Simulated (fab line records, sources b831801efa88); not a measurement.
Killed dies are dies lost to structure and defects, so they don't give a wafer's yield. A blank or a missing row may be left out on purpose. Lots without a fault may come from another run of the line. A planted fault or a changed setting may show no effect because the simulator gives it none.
One fault seen from 2 desks | flow gf180mcu | each desk has only its own numbers; what lay behind them comes last

THE TOOL OWNER'S DESK: pecvd-02
The tool's own readings at GF_MIM_CVD_05 (deposits Si3N4, target thk 42 nm, time 27.96 s): means of the sampled wafers that have a number, for each lot that ran on this tool. A lot is out of limits, marked OUT, if its mean lies more than 4 standard deviations from the usual mean; the brackets give that distance.
Columns: A = heater_power_w at GF_MIM_CVD_05, usual 683 W
lot  | first seen here | A
L429 | day 25 00:07    | 694
L431 | day 25 08:02    | 651
L433 | day 26 03:05    | 645
L434 | day 26 09:04    | 636
L435 | day 27 01:58    | 681
L440 | day 28 18:32    | 702
L441 | day 28 19:26    | 672
L450 | day 31 08:14    | 690
This desk's finding: nothing out of limits on any of the 8 lots.

THE METROLOGY DESK
What the gauges read, lot by lot, whatever tool the lot ran on: means of the sampled wafers that have a number. A lot is out of limits, marked OUT, if its mean lies more than 4 standard deviations from the usual mean; the brackets give that distance.
Columns: A = V5_CVD_00_THK at GF_V5_THK_MEAS_01, usual 300 nm; B = TOP_METAL_ALCU_THK at GF_TOP_METAL_THK_MEAS_06, usual 912 nm
lot  | first seen here | A   | B
L429 | day 26 18:34    | 299 | 912
L430 | day 26 22:45    | 299 | 901
L431 | day 27 03:04    | 300 | 908
L432 | day 27 15:12    | 300 | 912
L433 | day 27 22:25    | 304 | 898
L434 | day 28 03:47    | 301 | 924
L435 | day 28 18:23    | 299 | 922
L440 | day 30 09:04    | 302 | 904
L441 | day 30 10:20    | 298 | 910
L445 | day 31 14:35    | 296 | 917
L448 | day 32 03:13    | 296 | 925
L450 | day 32 19:27    | 300 | 916
L451 | day 32 22:16    | 296 | 908
This desk's finding: nothing out of limits on any of the 13 lots.

PUT TOGETHER
The tool owner's desk saw nothing out of limits.
The metrology desk saw nothing out of limits.

WHAT THE SIMULATOR HAD PUT IN
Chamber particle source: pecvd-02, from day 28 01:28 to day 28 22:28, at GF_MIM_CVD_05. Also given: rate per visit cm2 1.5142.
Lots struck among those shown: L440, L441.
